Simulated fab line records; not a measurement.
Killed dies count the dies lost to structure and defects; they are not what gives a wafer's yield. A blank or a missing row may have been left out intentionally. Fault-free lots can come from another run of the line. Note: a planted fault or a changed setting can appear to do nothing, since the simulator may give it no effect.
2 desks looking at one fault / flow gf180mcu / every desk sees just its own numbers, and what lay behind them comes last

== FROM THE METROLOGY DESK ==
Means of the sampled wafers that have a number, per lot and without regard to the tool the lot ran on: this is what the gauges read. If a lot's mean is further than 4 standard deviations from the usual mean, the lot is out of limits and carries the mark OUT (the distance appears in the brackets).
Columns: A = V5_OVL at GF_V5_OVL_MEAS_15, usual -5 nm; B = V5_W_RS at GF_V5_RS_MEAS_24, usual 0.329 ohm/sq; C = V5_W_THK at GF_V5_THK_MEAS_25, usual 351 nm
lot=L879; first seen here=day 27 19:43; A=-1; B=0.328; C=353
lot=L881; first seen here=day 28 12:44; A=-5; B=0.328; C=353
lot=L887; first seen here=day 30 06:30; A=-1; B=0.326; C=348
lot=L889; first seen here=day 30 21:17; A=-1; B=0.327; C=346
lot=L895; first seen here=day 32 12:22; A=-2; B=0.326; C=358
lot=L899; first seen here=day 33 02:37; A=-4; B=0.329; C=350
This desk's finding: nothing out of limits on any of the 6 lots.

== FOR THE TOOL OWNER'S DESK: pvd-sputter-04 ==
The tool's own readings at GF_TOP_METAL_SPUTTER_00 (material Ti, target thk 37.5 nm, time 150 s): means of the sampled wafers that have a number, for each lot that ran on this tool. If a lot's mean is further than 4 standard deviations from the usual mean, the lot is out of limits and carries the mark OUT (the distance appears in the brackets).
Columns: A = throttle-valve-pct at GF_TOP_METAL_SPUTTER_00, usual 29.5 %
lot=L881; first seen here=day 28 14:10; A=29.6
lot=L887; first seen here=day 30 07:56; A=29.2
lot=L889; first seen here=day 30 22:44; A=29.7
This desk's finding: nothing out of limits on any of the 3 lots.

== PUT TOGETHER ==
Metrology desk: nothing out of limits seen.
The tool owner's desk saw nothing out of limits.

== WHAT THE SIMULATOR HAD PUT IN ==
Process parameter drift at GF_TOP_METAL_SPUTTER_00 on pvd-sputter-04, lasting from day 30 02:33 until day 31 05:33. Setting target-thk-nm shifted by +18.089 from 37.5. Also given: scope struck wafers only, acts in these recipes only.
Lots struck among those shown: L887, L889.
